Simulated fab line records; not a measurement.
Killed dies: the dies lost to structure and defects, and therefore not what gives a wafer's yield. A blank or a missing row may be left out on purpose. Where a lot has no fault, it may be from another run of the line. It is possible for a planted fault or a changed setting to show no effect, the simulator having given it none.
What tool caused it? + flow gf180mcu + 39 wafers from 13 lots sampled at 3 of the route's 602 steps

## WHAT THE GAUGES SHOWED, per wafer
GF_MVPSD_TW_MEAS_11.
| lot  | measured     | on            | MVPSD_TW          |
|------|--------------|---------------|-------------------|
| L878 | day 4 22:02  | film-metro-02 | 543.8 543.9 548.8 |
| L879 | day 5 07:40  | film-metro-04 | 548.6 551.6 548.2 |
| L881 | day 5 16:00  | film-metro-04 | 551.7 549.4 551.4 |
| L882 | day 6 06:28  | film-metro-04 | 549.7 551.9 550.1 |
| L886 | day 7 04:07  | film-metro-03 | 554.1 555.8 553.1 |
| L889 | day 7 22:39  | film-metro-03 | 557.2 552.3 550.4 |
| L890 | day 8 01:39  | film-metro-02 | 548.2 547.8 550.3 |
| L891 | day 8 06:41  | film-metro-02 | 548.2 545.8 548.3 |
| L892 | day 8 16:53  | film-metro-04 | 549.0 549.0 547.9 |
| L896 | day 9 13:42  | film-metro-03 | 547.2 550.6 551.1 |
| L898 | day 10 00:46 | film-metro-02 | 550.2 549.1 551.2 |
| L900 | day 10 13:19 | film-metro-03 | 553.2 549.7 549.4 |
| L901 | day 10 20:05 | film-metro-03 | 551.5 553.2 554.2 |

GF_NSD_OVL_MEAS_08.
| lot  | measured     | on         | NSD_OVL (nm)      |
|------|--------------|------------|-------------------|
| L878 | day 13 02:32 | overlay-02 | -1.2 0.9 -0.4     |
| L879 | day 13 19:07 | overlay-02 | 3.1 2.3 1.8       |
| L881 | day 14 06:50 | overlay-02 | -3.0 -3.4 -1.3    |
| L882 | day 15 00:05 | overlay-02 | -1.2 -0.4 -0.5    |
| L886 | day 16 05:00 | overlay-01 | -1.9 -3.2 -1.3    |
| L889 | day 17 07:36 | overlay-01 | 0.8 -1.1 0.1      |
| L890 | day 17 14:28 | overlay-02 | -85.1 -86.0 -84.9 |
| L891 | day 17 19:41 | overlay-02 | -84.3 -84.8 -84.6 |
| L892 | day 18 11:26 | overlay-02 | -86.2 -84.5 -85.1 |
| L896 | day 19 15:41 | overlay-02 | -85.0 -84.7 -84.3 |
| L898 | day 20 06:51 | overlay-02 | -2.5 -1.6 -2.4    |
| L900 | day 20 18:32 | overlay-02 | -1.9 -2.3 -2.2    |
| L901 | day 21 04:30 | overlay-02 | -2.1 -2.3 -2.7    |

## WHAT TOOL EACH LOT RAN ON (gives the tool, then ch and the chambers of the sampled wafers, and finally the start)
| lot  | GF_NSD_EXPOSE_04                    |
|------|-------------------------------------|
| L878 | iline-stepper-02 ch 0, day 12 17:24 |
| L879 | iline-stepper-02 ch 0, day 13 09:31 |
| L881 | iline-stepper-01 ch 0, day 13 20:39 |
| L882 | iline-stepper-02 ch 0, day 14 13:58 |
| L886 | iline-stepper-01 ch 0, day 15 18:05 |
| L889 | iline-stepper-02 ch 0, day 16 20:03 |
| L890 | iline-stepper-02 ch 0, day 17 03:14 |
| L891 | iline-stepper-02 ch 0, day 17 07:32 |
| L892 | iline-stepper-02 ch 0, day 17 23:38 |
| L896 | iline-stepper-02 ch 0, day 19 04:05 |
| L898 | iline-stepper-01 ch 0, day 19 18:31 |
| L900 | iline-stepper-01 ch 0, day 20 06:54 |
| L901 | iline-stepper-01 ch 0, day 20 16:28 |
- GF_NSD_EXPOSE_04: exposes mask Nplus, target cd 400 nm.

## WHAT THE TOOLS THEMSELVES READ (means of the sampled wafers that have a number; where no wafer has one, the mark that the record gives instead)
GF_NSD_EXPOSE_04.
| lot  | tool             | focus-offset-nm (nm) |
|------|------------------|----------------------|
| L878 | iline-stepper-02 | -0.1                 |
| L879 | iline-stepper-02 | 0.1                  |
| L881 | iline-stepper-01 | -1.3                 |
| L882 | iline-stepper-02 | -0.4                 |
| L886 | iline-stepper-01 | 0.1                  |
| L889 | iline-stepper-02 | 0.4                  |
| L890 | iline-stepper-02 | 0.1                  |
| L891 | iline-stepper-02 | 0.3                  |
| L892 | iline-stepper-02 | -0.3                 |
| L896 | iline-stepper-02 | -0.5                 |
| L898 | iline-stepper-01 | -0.1                 |
| L900 | iline-stepper-01 | 0.1                  |
| L901 | iline-stepper-01 | 0.6                  |

## THE ANSWER, worked out from the rows above alone
Rule: the usual values come from the lots themselves. The widest of any qualifying gaps counts: lots, ordered by their means at a reading, are off when they make up no more than a third of the lots, leave a main group of 4 or more, and stand apart from it by 3 or more times the standard deviation of that group's means. If all means in a main group match to the digits the tables above print for the reading, that group is not used. Also off: a lot with no number at a reading for which 4 or more lots have one. The other lots that the step has rows for count as sound. The gauges are gone through in route order, then the tools' own readings, and for those a lot's mean is taken as printed above. The first step at which some lot is off is used, and at that step the reading that is off furthest; a lot without a number counts as furthest.
Off: L890, L891, L892, L896, at GF_NSD_OVL_MEAS_08 (NSD_OVL). Mean -1.1 nm and standard deviation 1.5 in the main group.
A tool fits if, at a process step before that reading, it ran every lot that is off, and no sound lot after the first of them. Those tools and the gauges at GF_NSD_OVL_MEAS_08 are tried in the same way. One fits: iline-stepper-02 at GF_NSD_EXPOSE_04. Its last sound lot is L889 (day 16 20:03), its first lot that is off L890 (day 17 03:14): a fault that began between those two fits.

## WHAT HAD BEEN PUT IN BY THE SIMULATOR
Scanner matching overlay: iline-stepper-02, from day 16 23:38 on, at GF_NSD_EXPOSE_04. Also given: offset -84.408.
Struck lots among those shown: L890, L891, L892, L896. The rule above found the same.
